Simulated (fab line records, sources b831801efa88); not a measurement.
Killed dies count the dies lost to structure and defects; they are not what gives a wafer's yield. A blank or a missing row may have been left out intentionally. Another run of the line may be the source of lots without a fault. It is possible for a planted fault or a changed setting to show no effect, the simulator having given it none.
What tool caused it?	flow sky130	12 lots, 36 wafers sampled, at 5 steps of a route of 708

## WHAT THE GAUGES READ, wafer by wafer
SKY_NWELL_RS_MEAS_31: the measuring method here is four-point-probe.
lot	measured	on	PWDE_RS (ohm/sq)
L944	day 5 20:32	film metro-01	5264 5266 5279
L945	day 6 04:14	film metro-02	5305 5287 5284
L946	day 6 10:01	film metro-01	5308 5303 5304
L947	day 6 14:14	film metro-02	5262 5277 5273
L949	day 7 02:04	film metro-02	5300 5290 5275
L950	day 7 07:11	film metro-02	5266 5266 5268
L951	day 7 19:38	film metro-01	5271 5279 5276
L958	day 9 11:25	film metro-01	5256 5268 5286
L960	day 9 23:29	film metro-02	5305 5294 5301
L962	day 10 11:56	film metro-02	5263 5274 5276
L963	day 10 16:26	film metro-01	5288 5268 5292
L965	day 11 01:50	film metro-01	5314 5312 5311

SKY_VT_ADJUST_NCORE_OVL_MEAS_08.
lot	measured	on	VT_ADJUST_NCORE_OVL (nm)
L944	day 9 02:31	overlay-02	-2.6 -2.8 -2.5
L945	day 9 12:16	overlay-02	-1.6 -1.2 -0.8
L946	day 9 18:34	overlay-01	-1.3 1.0 -1.2
L947	day 10 00:13	overlay-01	1.0 0.8 1.3
L949	day 10 14:37	overlay-02	-0.7 -1.0 -0.4
L950	day 10 20:22	overlay-02	-1.8 -0.9 -2.1
L951	day 11 09:35	overlay-01	-1.7 -2.0 -0.2
L958	day 13 08:11	overlay-01	0.8 0.9 -0.5
L960	day 13 23:43	overlay-02	1.1 1.7 0.8
L962	day 14 14:11	overlay-02	1.2 1.6 1.7
L963	day 14 21:23	overlay-02	1.4 1.0 2.0
L965	day 15 05:35	overlay-01	1.3 0.8 -1.0

SKY_VT_ADJUST_PCH_TW_MEAS_10.
lot	measured	on	VT_ADJUST_PCH_TW
L944	day 11 00:31	film metro-02	143.0 142.7 143.8
L945	day 11 10:19	film metro-04	140.5 139.8 141.0
L946	day 11 15:38	film metro-02	142.7 142.7 143.0
L947	day 11 23:10	film metro-04	139.7 140.3 140.9
L949	day 12 15:02	film metro-01	141.9 142.1 140.8
L950	day 12 20:03	film metro-04	151.0 150.9 150.5 149.9 151.1 150.1
L951	day 13 10:57	film metro-04	150.4 150.4 148.9 149.8 150.4 149.3
L958	day 15 13:40	film metro-01	141.3 140.4 140.9
L960	day 16 06:49	film metro-02	143.8 143.6 143.2
L962	day 16 22:31	film metro-04	141.6 141.9 141.9
L963	day 17 05:46	film metro-01	142.0 141.9 141.6
L965	day 17 15:07	film metro-02	142.0 142.0 142.0

SKY_SONOS_TUNNEL_CD_MEAS_07: the cd target is 410 nm.
lot	measured	on	cd nm (nm)
L944	day 11 23:04	cd sem-01	408.5 409.9 408.4
L945	day 12 09:25	cd sem-01	412.3 410.2 408.9
L946	day 12 17:04	cd sem-01	412.8 409.7 409.8
L947	day 12 23:18	cd sem-01	411.8 412.3 411.2
L949	day 13 16:13	cd sem-02	411.4 412.5 410.5
L950	day 13 21:24	cd sem-02	410.9 411.0 410.2
L951	day 14 12:54	cd sem-02	410.2 411.8 411.3
L958	day 16 17:17	cd sem-01	409.0 408.1 409.3
L960	day 17 11:14	cd sem-02	410.6 411.5 410.3
L962	day 18 03:09	cd sem-01	409.6 407.8 408.4
L963	day 18 10:58	cd sem-02	411.5 409.3 410.9
L965	day 18 20:50	cd sem-02	410.0 409.6 408.0

## EACH LOT AND THE TOOL THAT RAN IT (in order: tool; ch and the chambers of the sampled wafers; start)
lot	SKY_VT_ADJUST_PCH_IMPLANT_08
L944	implanter-01 ch 0, day 11 00:16
L945	implanter-03 ch 0, day 11 10:04
L946	implanter-03 ch 0, day 11 15:23
L947	implanter-04 ch 0, day 11 22:55
L949	implanter-03 ch 0, day 12 14:47
L950	implanter-03 ch 0, day 12 19:48
L951	implanter-03 ch 0, day 13 10:42
L958	implanter-04 ch 0, day 15 13:26
L960	implanter-03 ch 0, day 16 06:35
L962	implanter-04 ch 0, day 16 22:16
L963	implanter-03 ch 0, day 17 05:31
L965	implanter-04 ch 0, day 17 14:54
- SKY_VT_ADJUST_PCH_IMPLANT_08

## WHAT THE TOOLS THEMSELVES READ (means of the sampled wafers that have a number; where no wafer has one, the mark that the record gives instead)
SKY_VT_ADJUST_PCH_IMPLANT_08.
lot	tool	beam energy keV	beam on s (s)	dose ions cm2	end station pressure torr (Torr)	faraday current uA
L944	implanter-01	9.996	10.03	4.999e+11	4.93e-06	2.81
L945	implanter-03	9.996	10.10	5.004e+11	5.13e-06	2.80
L946	implanter-03	9.994	10.09	4.998e+11	5.14e-06	2.79
L947	implanter-04	10.003	9.96	4.994e+11	5.03e-06	2.84
L949	implanter-03	10.002	9.84	4.998e+11	5.03e-06	2.87
L950	implanter-03	10.002	12.37	5.000e+11	1.06e-04	2.31
L951	implanter-03	10.002	12.34	5.006e+11	1.02e-04	2.31
L958	implanter-04	9.999	10.03	4.995e+11	4.98e-06	2.81
L960	implanter-03	9.999	9.77	5.007e+11	4.93e-06	2.88
L962	implanter-04	10.005	10.24	5.001e+11	5.17e-06	2.75
L963	implanter-03	10.007	10.07	5.007e+11	4.89e-06	2.80
L965	implanter-04	10.000	9.80	5.002e+11	5.17e-06	2.87

## THE ANSWER, worked out from the rows above alone
Rule: the usual values come from the lots themselves. The widest of any qualifying gaps counts: lots, ordered by their means at a reading, are off when they make up no more than a third of the lots, leave a main group of 4 or more, and stand apart from it by 3 or more times the standard deviation of that group's means. A main group whose means are all the same, to the digits that the tables above print for the reading, isn't used. A lot without any number at a reading at which 4 lots or more have one is off too. The other lots that the step has rows for count as sound. After the gauges, taken in route order, come the tools' own readings; for these a lot's mean is taken, as printed above. At the first step where some lot is off, the reading lying furthest off is the one used; lots without a number count as furthest.
Off: at SKY_VT_ADJUST_PCH_TW_MEAS_10 (VT_ADJUST_PCH_TW), L950, L951. The main group has a mean of 141.8 with a standard deviation of 1.
If a tool, at a process step before that reading, ran all the lots that are off and no sound lot after the first of them, it fits. Not tried: the gauges at SKY_VT_ADJUST_PCH_TW_MEAS_10; whatever is off there is also off at SKY_VT_ADJUST_PCH_IMPLANT_08, on other tools, and gauge error can't account for it. Of those tried, none fits.

## WHAT WAS PUT IN BY THE SIMULATOR
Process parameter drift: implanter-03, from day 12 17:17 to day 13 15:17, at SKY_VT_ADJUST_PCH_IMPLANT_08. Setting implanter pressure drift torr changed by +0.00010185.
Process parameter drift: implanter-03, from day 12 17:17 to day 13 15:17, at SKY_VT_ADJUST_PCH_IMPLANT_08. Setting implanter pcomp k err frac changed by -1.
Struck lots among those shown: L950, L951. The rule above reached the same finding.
